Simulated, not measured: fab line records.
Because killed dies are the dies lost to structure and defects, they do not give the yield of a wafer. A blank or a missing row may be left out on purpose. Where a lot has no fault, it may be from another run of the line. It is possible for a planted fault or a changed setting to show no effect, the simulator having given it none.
The tool behind it: which one?	flow gf180mcu	11 lots, 33 wafers sampled, at 5 steps of a route of 602

== WHAT EACH GAUGE READ, for each wafer ==
GF_VT_IMPLANT_OVL_MEAS_18.
lot	measured	on	VT_IMPLANT_01_OVL (nm)
L932	day 6 07:52	overlay-01	-2.8 -0.3 -1.0
L933	day 6 12:35	overlay-02	1.0 2.8 2.1
L936	day 7 06:54	overlay-01	-0.8 -0.2 -0.5
L938	day 7 19:17	overlay-02	-2.0 0.4 1.7
L940	day 8 08:28	overlay-01	0.1 -0.2 1.0
L941	day 8 13:22	overlay-01	-1.1 1.1 2.5
L943	day 9 05:30	overlay-02	1.9 1.6 1.0
L945	day 9 13:06	overlay-01	-0.2 0.8 -0.4
L946	day 9 23:25	overlay-02	0.1 1.1 0.3
L949	day 10 21:40	overlay-02	0.6 -1.1 0.1
L952	day 11 14:28	overlay-02	1.1 0.1 0.0

== EACH LOT AND THE TOOL THAT RAN IT (in order: tool; ch and the chambers of the sampled wafers; start) ==
lot	GF_STI_ETCH_13	GF_STI_ETCH_14	GF_STI_STRIP_15	GF_MVSD_STRIP_10
L932	rieDiel-02 ch 1,2, day 2 04:54	rieSi-01 ch 1,2, day 2 04:59	plasmaAsher-02 ch 0,1, day 2 05:05	plasmaAsher-02 ch 0,1, day 4 12:58
L933	rieDiel-01 ch 1,2,3, day 2 06:51	rieSi-02 ch 1,3, day 2 06:56	plasmaAsher-03 ch 0,1, day 2 07:00	plasmaAsher-02 ch 0,1, day 4 17:28
L936	rieDiel-04 ch 0,2,3, day 2 21:41	rieSi-01 ch 0,1,2, day 2 21:46	plasmaAsher-03 ch 0,1, day 2 21:51	plasmaAsher-02 ch 0,1, day 5 08:55
L938	rieDiel-01 ch 0,1,2, day 3 08:47	rieSi-01 ch 2,3, day 3 08:51	plasmaAsher-03 ch 0,1, day 3 08:56	plasmaAsher-02 ch 0,1, day 5 20:25
L940	rieDiel-04 ch 0,1,2, day 3 18:33	rieSi-02 ch 0,2,3, day 3 18:38	plasmaAsher-03 ch 0,1, day 3 18:42	plasmaAsher-02 ch 0,1, day 6 09:08
L941	rieDiel-01 ch 1,2,3, day 4 00:06	rieSi-02 ch 1,3, day 4 00:11	plasmaAsher-03 ch 1, day 4 00:15	plasmaAsher-03 ch 0, day 6 14:13
L943	rieDiel-02 ch 0,1,3, day 4 10:50	rieSi-02 ch 0,1,2, day 4 10:55	plasmaAsher-03 ch 0,1, day 4 10:59	plasmaAsher-02 ch 0,1, day 7 04:08
L945	rieDiel-01 ch 0,2, day 4 20:09	rieSi-02 ch 0,2,3, day 4 20:13	plasmaAsher-03 ch 0,1, day 4 20:18	plasmaAsher-02 ch 0,1, day 7 12:04
L946	rieDiel-04 ch 1,2,3, day 5 02:18	rieSi-02 ch 0,2, day 5 02:22	plasmaAsher-03 ch 0,1, day 5 02:29	plasmaAsher-04 ch 0,1, day 7 19:55
L949	rieDiel-01 ch 1,2, day 5 17:07	rieSi-02 ch 1,2, day 5 17:12	plasmaAsher-03 ch 0,1, day 5 17:17	plasmaAsher-02 ch 0,1, day 8 17:25
L952	rieDiel-02 ch 0,1, day 6 09:58	rieSi-02 ch 0,1,2, day 6 10:02	plasmaAsher-03 ch 1, day 6 10:07	plasmaAsher-03 ch 0,1, day 9 07:28
- GF_STI_ETCH_13: etches the open film in CHF3/O2, stops on Si, target depth 282.31 nm, time 112.9 s.
- GF_STI_ETCH_14: etches Si in HBr/Cl2/O2, target depth 360 nm, time 102.9 s.
- GF_STI_STRIP_15: strips in O2/N2.
- GF_MVSD_STRIP_10: strips in O2/N2.

== THE ANSWER, worked out from the rows above alone ==
Rule: the usual values come from the lots themselves. Put in order of their means at a reading, lots are off if they are a third of the lots or fewer, leave a main group of 4 or more, and stand apart from it by a gap of 3 or more times the standard deviation of the main group's means; of several such gaps the widest counts. The tables above print the reading to a certain number of digits; a main group whose means all agree to those digits is not used. Also off: a lot with no number at a reading for which 4 or more lots have one. Any other lot the step has rows for is counted as sound.
None of the lots is off at any reading shown; this tells nothing.

== WHAT HAD BEEN PUT IN BY THE SIMULATOR ==
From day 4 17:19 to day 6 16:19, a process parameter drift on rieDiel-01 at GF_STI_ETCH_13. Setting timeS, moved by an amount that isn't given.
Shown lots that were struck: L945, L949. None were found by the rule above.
